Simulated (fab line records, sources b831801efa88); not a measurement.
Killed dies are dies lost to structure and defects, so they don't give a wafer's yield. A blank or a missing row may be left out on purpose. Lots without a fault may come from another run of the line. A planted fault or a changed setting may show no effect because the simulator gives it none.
fab line records | flow sfq_line
record lots=5 wafers=15 last_day=92
route steps=325 shown M5@205 A5B@209 R5@212
lots that met no fault: from a run of the same line without faults
start_h: hours from the record's first day to the start of the lot's first wafer shown | wait_h: hours since the lot's step before | " the same as in the row above | L1.1+2: a row that stands for several wafers | - no value, or no start given | * or withheld: withheld | < > ~ a bound
route shown NAME@n: a module of which the file shows steps, and the number in the route of the first | usual: mean/standard deviation of fault-free wafers | same: alike in all rows | chamber/n: place in a boat | sites: the reading at each site | _std_site: their standard deviation | _edge_site: outer sites' mean less inner sites' | radius_mm: how far each site lies from the wafer's centre | mask NAME#n: copy n | behind: the tool/chamber that last shaped the wafer | hold: why the lot was held/for how many hours/how that ended | device: the transistor (n, p or np) that didn't switch | end of line: the same wafers' tests at the end of the route | a step without rows: its recipe alone | killed: dies lost to structure and defects at the first sort, not the wafer's yield | map: a wafer's dies, x killed, . not, _ none there
set.NAME: the setting as run; set.NAME@STEP: as run at that earlier step | model.NAME: the simulator's own value behind a step, which no gauge read
lots at some steps of the route; a table a step, a row a wafer
services: from which hour (start_h, from the record's first day; less than 0 if before it) a tool's chamber was out of use, for how many hours, and why
## steps
# step SFQ_TRILAYER_M5_BARC_OPEN_METAL_ETCH_161
# recipe mask_material=PR chemistry=O2 target_depth_nm=125 target=BARC icp_w=600 bias_w=80 pressure_mtorr=10 time_s=41.7
# usual bias_w=80.01/0.23 drypump_motor_current_A=5.63/0.23 oes_product_au=0.685/0.0047
# columns lot.wafer tool chamber start_h wait_h bias_w drypump_motor_current_A oes_product_au rf_hours_counter_h
L082.1 rie_metal-02 0 1670.64 0.0 80.02 6.01 0.690 7
L082.3 " 1 " " 80.04 5.79 0.686 -
L082.5 " 1 " " 79.77 5.72 0.680 -
L085.2 rie_metal-02 0 1674.24 0.0 79.93 5.96 0.688 8
L085.3 " 0 " " 79.80 5.98 0.676 -
L085.5 " 1 " " 79.81 5.74 0.684 -
L093.1 rie_metal-03 0 1797.56 0.0 79.93 5.59 0.686 38
L093.3 " 1 " " 80.28 5.36 0.685 -
L093.6 " 1 " " 80.39 5.33 0.686 -
L095.1 rie_metal-02 0 1808.36 0.0 79.74 6.03 0.676 31
L095.2 " 0 " " 80.06 6.00 0.684 -
L095.4 " 0 " " 80.03 6.02 0.684 -
L097.2 rie_metal-01 0 1813.16 0.0 79.98 5.80 0.680 9
L097.4 " 1 " " 80.50 5.70 0.687 -
L097.6 " 1 " " 79.97 5.69 0.692 -
# step SFQ_TRILAYER_M5_ETCH_METAL_ETCH_126
# recipe target=Nb stop_on=SiO2 mask_material=PR over_etch_frac=0.15 time_s=203.2 chemistry=Cl2/BCl3 target_depth_nm=265 icp_w=600 bias_w=80 pressure_mtorr=10
# usual bias_w=80.03/0.23 drypump_motor_current_A=5.63/0.23 oes_product_au=0.730/0.0056
# columns lot.wafer tool chamber start_h wait_h bias_w drypump_motor_current_A oes_product_au rf_hours_counter_h
L082.1 rie_metal-02 0 1670.70 0.0 79.79 5.95 0.729 7
L082.3 " 1 " " 80.04 5.74 0.726 -
L082.5 " 1 " " 80.36 5.77 0.728 -
L085.2 rie_metal-02 0 1674.30 0.0 80.27 6.04 0.738 8
L085.3 " 0 " " 79.61 5.99 0.729 -
L085.5 " 1 " " 80.35 5.75 0.730 -
L093.1 rie_metal-03 0 1797.62 0.0 80.32 5.57 0.738 38
L093.3 " 1 " " 80.27 5.31 0.736 -
L093.6 " 1 " " 80.00 5.32 0.739 -
L095.1 rie_metal-02 0 1808.48 0.1 80.00 6.00 0.723 31
L095.2 " 0 " " 80.10 6.02 0.728 -
L095.4 " 0 " " 80.55 6.02 0.729 -
L097.2 rie_metal-01 0 1813.22 0.0 79.90 5.80 0.729 9
L097.4 " 1 " " 80.04 5.70 0.735 -
L097.6 " 1 " " 80.39 5.72 0.726 -
# step SFQ_TRILAYER_M5_STRIP_STRIP_127
# recipe gas=O2 power_w=200 platen_temp_c=40 overash_fraction=0.65 chemistry=O2 pressure_mtorr=50
# usual drypump_motor_current_A=5.63/0.23 oes_product_au=1.000/0.0066
# same overash_fraction=0.65
# columns lot.wafer tool chamber start_h wait_h drypump_motor_current_A oes_product_au rf_hours_counter_h
L082.1 rie_metal-02 0 1670.89 0.1 5.97 0.992 8
L082.3 " 1 " " 5.75 0.993 -
L082.5 " 1 " " 5.76 0.989 -
L085.2 rie_metal-02 0 1674.49 0.1 5.98 1.000 8
L085.3 " 0 " " 5.98 0.996 -
L085.5 " 1 " " 5.74 0.999 -
L093.1 rie_metal-03 0 1797.81 0.1 5.58 1.006 38
L093.3 " 1 " " 5.35 1.010 -
L093.6 " 1 " " 5.35 0.998 -
L095.1 rie_metal-02 0 1808.87 0.3 6.01 0.982 31
L095.2 " 0 " " 5.98 0.984 -
L095.4 " 0 " " 5.98 0.991 -
L097.2 rie_metal-01 0 1813.41 0.1 5.80 1.006 9
L097.4 " 1 " " 5.73 0.998 -
L097.6 " 1 " " 5.73 0.998 -
# step SFQ_TRILAYER_M5_STRIP_SOLV_CLEAN_128
# recipe chemistry=NMP temp_c=70 time_s=600
# columns lot.wafer tool chamber start_h wait_h
L082.1+3+5 wet_bench-02 4,0,3 1671.49 0.4
L085.2+3+5 wet_bench-02 6,2,7 1675.09 0.4
L093.1+3+6 wet_bench-01 5,1,0 1798.41 0.4
L095.1+2+4 wet_bench-01 2,7,5 1810.07 1.0
L097.2+4+6 wet_bench-01 2,7,3 1814.01 0.4
# step SFQ_TRILAYER_A5B_DEP_PECVD_129
# recipe material=SiO2 temp_c=150 time_s=133.33 pressure_torr=2.4 rf_w=183.3 precursor=SiH4/N2O target_thk_nm=600
# usual heater_power_w=86/20 throttle_valve_pct=24.9/1.1
# columns lot.wafer tool chamber start_h wait_h heater_power_w since_wet_clean_h throttle_valve_pct
L082.1 pecvd-03 1 1671.67 0.0 98 724 23.7
L082.3 " 0 " " 61 - 24.1
L082.5 " 1 " " 85 - 23.7
L085.2 pecvd-03 0 1675.27 0.0 62 728 23.7
L085.3 " 0 " " 64 - 24.0
L085.5 " 1 " " 80 - 23.5
L093.1 pecvd-02 0 1798.76 0.0 90 1221 24.1
L093.3 " 1 " " 103 1221 24.6
L093.6 " 2 " " 88 - 25.6
L095.1 pecvd-01 2 1810.42 0.0 85 480 26.6
L095.2 " 1 " " 111 480 25.9
L095.4 " 0 " " 46 - 24.3
L097.2 pecvd-02 0 1814.36 0.0 90 1237 23.9
L097.4 " 0 " " 93 - 24.3
L097.6 " 2 " " 77 - 25.8
# step SFQ_TRILAYER_A5B_CMP_CMP_130
# recipe stop_on=Nb down_force_psi=3 platen_rpm=60 target_thk_nm=340.7
# usual motor_current_A=10.6/0.86
# columns lot.wafer tool chamber start_h wait_h motor_current_A
L082.3 cmp-01 1 1672.38 0.6 8.9
L082.1 " 2 " " 11.1
L082.5 " 1 1674.38 2.6 9.1
L085.3 cmp-02 2 1677.06 1.7 9.8
L085.2 " 3 " " 11.0
L085.5 " 2 1679.06 3.7 10.3
L093.1 cmp-02 1 1799.50 0.7 11.5
L093.3 " 3 1800.50 1.7 10.7
L093.6 " 0 " " 10.9
L095.4 cmp-01 1 1810.51 0.0 9.0
L095.2 " 3 1811.51 1.0 10.6
L095.1 " 0 " " 10.4
L097.2 cmp-01 1 1814.45 0.0 8.8
L097.4 " 0 1815.95 1.5 11.5
L097.6 " 2 1816.95 2.5 11.5
# step SFQ_TRILAYER_A5B_METRO_MEASURE_131
# usual thk_nm=339/3.9
# columns lot.wafer tool chamber start_h wait_h thk_nm
L082.1 film_metro-03 - 1675.38 2.0 337
L082.3 " - " " 335
L082.5 " - " " 338
L085.2 film_metro-03 - 1679.76 1.7 347
L085.3 " - " " 337
L085.5 " - " " 338
L093.1 film_metro-02 - 1802.00 2.0 338
L093.3 " - " " 335
L093.6 " - " " 335
L095.1 film_metro-04 - 1813.51 1.0 336
L095.2 " - " " 340
L095.4 " - " " 336
L097.2 film_metro-04 - 1817.65 2.7 332
L097.4 " - " " 341
L097.6 " - " " 339
# step SFQ_TRILAYER_R5_DEP_SPUTTER_132
# recipe material=Ti base_pressure_pa=1.33e-06 target_thk_nm=5 power_w=2000 time_s=5 chamber_pressure_pa=0.4
# usual cathode_dc_power_W=1999.9/0.35 throttle_valve_pct=29.7/0.73
# columns lot.wafer tool chamber start_h wait_h cathode_dc_power_W throttle_valve_pct
L082.1 pvd_sputter-04 - 1676.58 1.0 2000.1 28.9
L082.3 " - " " 1999.4 30.4
L082.5 " - " " 2000.2 28.8
L085.2 pvd_sputter-04 - 1680.76 0.8 2000.1 29.2
L085.3 " - " " 1999.5 28.8
L085.5 " - " " 1999.6 29.1
L093.1 pvd_sputter-06 - 1803.20 1.0 1999.6 29.9
L093.3 " - " " 1999.9 31.1
L093.6 " - " " 1999.8 29.6
L095.1 pvd_sputter-05 - 1814.71 1.0 2000.6 29.9
L095.2 " - " " 2000.4 30.5
L095.4 " - " " 2000.2 28.9
L097.2 pvd_sputter-04 - 1818.65 0.8 1999.8 29.2
L097.4 " - " " 1999.8 29.0
L097.6 " - " " 1999.9 28.8
# step SFQ_TRILAYER_R5_DEP_SPUTTER_133
# recipe material=MoNx base_pressure_pa=1.33e-06 target_thk_nm=40 power_w=1000 time_s=66.7 chamber_pressure_pa=0.4
# usual cathode_dc_power_W=1000.0/0.17 throttle_valve_pct=29.7/0.74
# columns lot.wafer tool chamber start_h wait_h cathode_dc_power_W throttle_valve_pct
L082.1 pvd_sputter-04 - 1676.59 0.0 1000.1 29.0
L082.3 " - " " 1000.0 30.4
L082.5 " - " " 1000.2 29.0
L085.2 pvd_sputter-04 - 1680.78 0.0 999.91 29.2
L085.3 " - " " 1000.1 28.8
L085.5 " - " " 1000.1 29.3
L093.1 pvd_sputter-06 - 1803.21 0.0 999.79 29.6
L093.3 " - " " 1000.2 31.2
L093.6 " - " " 1000.1 29.7
L095.1 pvd_sputter-05 - 1814.73 0.0 1000.1 29.6
L095.2 " - " " 1000.3 30.5
L095.4 " - " " 999.64 28.7
L097.2 pvd_sputter-04 - 1818.67 0.0 999.93 29.2
L097.4 " - " " 999.97 28.8
L097.6 " - " " 1000.1 28.8
# step SFQ_TRILAYER_R5_DEP_SPUTTER_134
# recipe material=Ti base_pressure_pa=1.33e-06 target_thk_nm=5 power_w=2000 time_s=5 chamber_pressure_pa=0.4
# usual cathode_dc_power_W=1999.9/0.34 throttle_valve_pct=29.7/0.73
# columns lot.wafer tool chamber start_h wait_h cathode_dc_power_W throttle_valve_pct
L082.1 pvd_sputter-04 - 1676.65 0.0 1999.4 28.9
L082.3 " - " " 2000.1 30.7
L082.5 " - " " 1999.9 29.2
L085.2 pvd_sputter-04 - 1680.83 0.0 2000.4 28.9
L085.3 " - " " 2000.0 29.1
L085.5 " - " " 1999.7 28.9
L093.1 pvd_sputter-06 - 1803.27 0.0 2000.5 29.9
L093.3 " - " " 2000.0 31.3
L093.6 " - " " 1999.4 29.9
L095.1 pvd_sputter-05 - 1814.78 0.0 1999.7 29.7
L095.2 " - " " 1999.7 30.4
L095.4 " - " " 2000.3 29.2
L097.2 pvd_sputter-04 - 1818.72 0.0 2000.0 29.4
L097.4 " - " " 2000.5 28.6
L097.6 " - " " 2000.0 29.0
# step SFQ_R5_RS_MEAS_933
# recipe thk_meas_gauge=four-point-probe reads=Ti_of_TRILAYER_R5_DEP_SPUTTER_134+MoNx_of_TRILAYER_R5_DEP_SPUTTER_133+Ti_of_TRILAYER_R5_DEP_SPUTTER_132
# usual R5_MONX_RS=7.03/0.067
# columns lot.wafer tool chamber start_h wait_h R5_MONX_RS[ohm/sq]
L082.1 film_metro-03 - 1676.67 0.0 6.98
L082.3 " - " " 6.98
L082.5 " - " " 7.03
L085.2 film_metro-01 - 1680.87 0.0 7.09
L085.3 " - " " 6.96
L085.5 " - " " 7.13
L093.1 film_metro-01 - 1803.29 0.0 7.03
L093.3 " - " " 7.08
L093.6 " - " " 7.07
L095.1 film_metro-01 - 1814.80 0.0 6.99
L095.2 " - " " 7.02
L095.4 " - " " 7.05
L097.2 film_metro-01 - 1818.76 0.0 7.11
L097.4 " - " " 7.14
L097.6 " - " " 7.09
# step SFQ_R5_THK_MEAS_934
# recipe thk_meas_gauge=xrf reads=MoNx_of_TRILAYER_R5_DEP_SPUTTER_133
# usual R5_MONX_THK=39.7/0.42
# columns lot.wafer tool chamber start_h wait_h R5_MONX_THK[nm]
L082.1 film_metro-03 - 1676.79 0.1 39.9
L082.3 " - " " 39.9
L082.5 " - " " 39.5
L085.2 film_metro-01 - 1680.98 0.1 39.2
L085.3 " - " " 40.2
L085.5 " - " " 39.2
L093.1 film_metro-01 - 1803.41 0.1 40.1
L093.3 " - " " 39.9
L093.6 " - " " 39.5
L095.1 film_metro-01 - 1814.92 0.1 40.5
L095.2 " - " " 39.7
L095.4 " - " " 39.9
L097.2 film_metro-01 - 1818.87 0.1 39.6
L097.4 " - " " 39.0
L097.6 " - " " 39.3
# step SFQ_TRILAYER_R5_LITHO_COAT_141
# recipe resist=BARC spin_rpm=3000 resist_thk_nm=62
# columns lot.wafer tool chamber start_h wait_h
L082.1+3+5 litho_track-02 0 1676.85 0.1
L085.2+3+5 litho_track-03 0 1681.08 0.1
L093.1+3+6 litho_track-03 0 1803.47 0.1
L095.1+2+4 litho_track-01 0 1814.98 0.1
L097.2+4+6 litho_track-01 0 1818.97 0.1
# step SFQ_TRILAYER_R5_LITHO_COAT_136
# recipe resist=KrF spin_rpm=3000 resist_thk_nm=600
# columns lot.wafer tool chamber start_h wait_h
L082.1+3+5 litho_track-02 0 1677.15 0.2
L085.2+3+5 litho_track-03 0 1681.38 0.2
L093.1+3+6 litho_track-03 0 1803.77 0.2
L095.1+2+4 litho_track-01 0 1815.28 0.2
L097.2+4+6 litho_track-01 0 1819.27 0.2
# step SFQ_TRILAYER_R5_LITHO_SOFTBAKE_140
# recipe temp_c=withheld time_s=withheld resist=KrF
# columns lot.wafer tool chamber start_h wait_h
L082.1+3+5 litho_track-02 0 1677.45 0.2
L085.2+3+5 litho_track-03 0 1681.66 0.2
L093.1+3+6 litho_track-03 0 1804.07 0.2
L095.1+2+4 litho_track-01 0 1815.58 0.2
L097.2+4+6 litho_track-01 0 1819.55 0.2
# step SFQ_TRILAYER_R5_LITHO_EXPOSE_137
# recipe mask_id=R5 na=0.6 source_shape=conventional sigma_outer=0.65 target_cd_nm=500 dose_mj=14.4
# same na=0.6
# columns lot.wafer tool chamber start_h wait_h mask
L082.1+3+5 krf_scanner-01 0 1774.65 - R5#0
L085.2+3+5 krf_scanner-01 0 1779.65 - R5#0
L093.1+3+6 krf_scanner-01 0 1899.14 - R5#0
L095.1+2+4 krf_scanner-01 0 1913.54 - R5#0
L097.2+4+6 krf_scanner-01 0 1918.54 - R5#0
# step SFQ_TRILAYER_R5_LITHO_PEB_139
# recipe peb_temp_c=115 peb_time_s=60 resist=KrF
# usual plate_temp_C=115.00/0.14
# columns lot.wafer tool chamber start_h wait_h plate_temp_C
L082.1 litho_track-03 0 1775.85 1.0 115.14
L082.3 " 0 " " 114.92
L082.5 " 0 " " 115.01
L085.2 litho_track-01 0 1780.67 0.8 114.91
L085.3 " 0 " " 114.85
L085.5 " 0 " " 115.07
L093.1 litho_track-03 0 1900.34 1.0 115.09
L093.3 " 0 " " 115.18
L093.6 " 0 " " 114.95
L095.1 litho_track-03 0 1914.74 1.0 114.98
L095.2 " 0 " " 115.14
L095.4 " 0 " " 114.89
L097.2 litho_track-02 0 1919.56 0.8 115.04
L097.4 " 0 " " 115.00
L097.6 " 0 " " 115.37
# step SFQ_TRILAYER_R5_LITHO_DEVELOP_138
# recipe time_s=60 resist=KrF
# columns lot.wafer tool chamber start_h wait_h
L082.1+3+5 litho_track-03 0 1776.00 0.1
L085.2+3+5 litho_track-01 0 1780.82 0.1
L093.1+3+6 litho_track-03 0 1900.49 0.1
L095.1+2+4 litho_track-03 0 1914.89 0.1
L097.2+4+6 litho_track-02 0 1919.71 0.1
# step SFQ_R5_OVL_MEAS_935
# usual R5_OVL=3/5
# columns lot.wafer tool chamber start_h wait_h R5_OVL[nm]
L082.1 overlay-01 - 1776.15 0.1 8
L082.3 " - " " 6
L082.5 " - " " 9
L085.2 overlay-01 - 1780.95 0.1 -7
L085.3 " - " " -11
L085.5 " - " " -10
L093.1 overlay-01 - 1900.64 0.1 -1
L093.3 " - " " 2
L093.6 " - " " -1
L095.1 overlay-01 - 1915.04 0.1 6
L095.2 " - " " 9
L095.4 " - " " 12
L097.2 overlay-01 - 1919.84 0.1 -4
L097.4 " - " " -2
L097.6 " - " " -9
# step SFQ_TRILAYER_R5_BARC_OPEN_METAL_ETCH_177
# recipe mask_material=PR chemistry=O2 target_depth_nm=125 target=BARC icp_w=600 bias_w=80 pressure_mtorr=10 time_s=41.7
# usual bias_w=80.01/0.23 drypump_motor_current_A=5.52/0.23 oes_product_au=0.685/0.0047
# columns lot.wafer tool chamber start_h wait_h bias_w drypump_motor_current_A oes_product_au rf_hours_counter_h
L082.1 rie_metal-03 0 1776.18 0.0 79.91 5.59 0.693 34
L082.3 " 1 " " 79.61 5.33 0.685 -
L082.5 " 0 " " 79.94 5.57 0.689 -
L085.2 rie_metal-03 1 1780.98 0.0 79.70 5.31 0.687 51
L085.3 " 1 " " 79.53 5.30 0.690 -
L085.5 " 1 " " 79.61 5.29 0.679 -
L093.1 rie_metal-01 1 1900.67 0.0 80.30 5.71 0.685 95
L093.3 " 1 " " 79.61 5.68 0.686 -
L093.6 " 0 " " 80.24 5.84 0.690 -
L095.1 rie_metal-04 0 1915.07 0.0 80.29 5.19 0.673 82
L095.2 " 1 " " 79.99 5.34 0.684 68
L095.4 " 1 " " 79.63 5.33 0.685 -
L097.2 rie_metal-04 1 1919.87 0.0 80.48 5.35 0.677 68
L097.4 " 1 " " 79.95 5.35 0.693 -
L097.6 " 1 " " 79.81 5.33 0.681 -
# step SFQ_TRILAYER_R5_ETCH_METAL_ETCH_139
# recipe stop_on=SiO2 mask_material=PR chemistry=Cl2 target_depth_nm=60 icp_w=600 bias_w=80 pressure_mtorr=10 time_s=40
# usual bias_w=80.01/0.27 drypump_motor_current_A=5.51/0.24 oes_product_au=0.991/0.0059
# columns lot.wafer tool chamber start_h wait_h bias_w drypump_motor_current_A oes_product_au rf_hours_counter_h
L082.1 rie_metal-03 0 1776.24 0.0 79.72 5.59 0.990 34
L082.3 " 1 " " 80.24 5.30 0.995 -
L082.5 " 0 " " 79.91 5.58 0.987 -
L085.2 rie_metal-03 1 1781.04 0.0 80.05 5.33 0.987 51
L085.3 " 1 " " 80.19 5.28 0.981 -
L085.5 " 1 " " 79.64 5.27 0.995 -
L093.1 rie_metal-01 1 1900.73 0.0 80.24 5.73 0.996 95
L093.3 " 1 " " 79.99 5.73 1.004 -
L093.6 " 0 " " 80.43 5.82 0.992 -
L095.1 rie_metal-04 0 1915.13 0.0 80.18 5.17 0.990 82
L095.2 " 1 " " 80.14 5.34 0.984 68
L095.4 " 1 " " 79.76 5.31 0.983 -
L097.2 rie_metal-04 1 1919.93 0.0 79.78 5.32 0.981 68
L097.4 " 1 " " 79.91 5.33 0.983 -
L097.6 " 1 " " 80.09 5.31 0.991 -
# step SFQ_TRILAYER_R5_STRIP_STRIP_140
# recipe gas=O2 power_w=200 platen_temp_c=40 overash_fraction=0.65 chemistry=O2 pressure_mtorr=50
# usual drypump_motor_current_A=5.51/0.23 oes_product_au=1.001/0.0066
# same overash_fraction=0.65
# columns lot.wafer tool chamber start_h wait_h drypump_motor_current_A oes_product_au rf_hours_counter_h
L082.1 rie_metal-03 0 1776.30 0.0 5.60 1.004 34
L082.3 " 1 " " 5.28 1.009 -
L082.5 " 0 " " 5.61 0.994 -
L085.2 rie_metal-03 1 1781.10 0.0 5.30 1.012 51
L085.3 " 1 " " 5.30 1.009 -
L085.5 " 1 " " 5.28 1.003 -
L093.1 rie_metal-01 1 1900.79 0.0 5.71 1.007 95
L093.3 " 1 " " 5.68 0.998 -
L093.6 " 0 " " 5.84 0.999 -
L095.1 rie_metal-04 0 1915.19 0.0 5.17 0.998 82
L095.2 " 1 " " 5.33 1.001 68
L095.4 " 1 " " 5.30 1.013 -
L097.2 rie_metal-04 1 1919.99 0.0 5.35 1.000 69
L097.4 " 1 " " 5.34 1.006 -
L097.6 " 1 " " 5.34 0.995 -
## services
# columns tool chamber start_h hours kind
krf_scanner-01 - 1650.61 4.0 pm
krf_scanner-01 - 1657.85 1.0 pm
rie_metal-04 - 1690.27 1.9 repair
rie_metal-01 - 1698.26 0.3 repair
pvd_sputter-05 - 1711.21 2.8 repair
cmp-01 - 1712.45 4.5 repair
krf_scanner-01 - 1729.40 0.7 repair
rie_metal-02 - 1739.97 1.6 repair
wet_bench-01 - 1753.66 4.4 pm
cmp-01 - 1760.39 0.6 repair
rie_metal-01 - 1767.01 1.8 repair
pvd_sputter-06 - 1788.89 2.0 repair
krf_scanner-01 - 1795.05 0.8 pm
rie_metal-03 - 1796.92 0.3 repair
krf_scanner-01 - 1798.67 1.3 pm
wet_bench-01 - 1800.54 6.5 repair
krf_scanner-01 - 1827.20 1.0 pm
rie_metal-01 - 1850.55 1.1 repair
rie_metal-02 1 1859.19 11.2 repair
rie_metal-04 - 1869.37 1.4 pm
rie_metal-03 - 1873.90 2.8 pm
pvd_sputter-04 - 1875.46 1.8 repair
pvd_sputter-04 - 1898.91 5.6 repair
pvd_sputter-04 - 1905.33 1.7 repair
## key
fault none
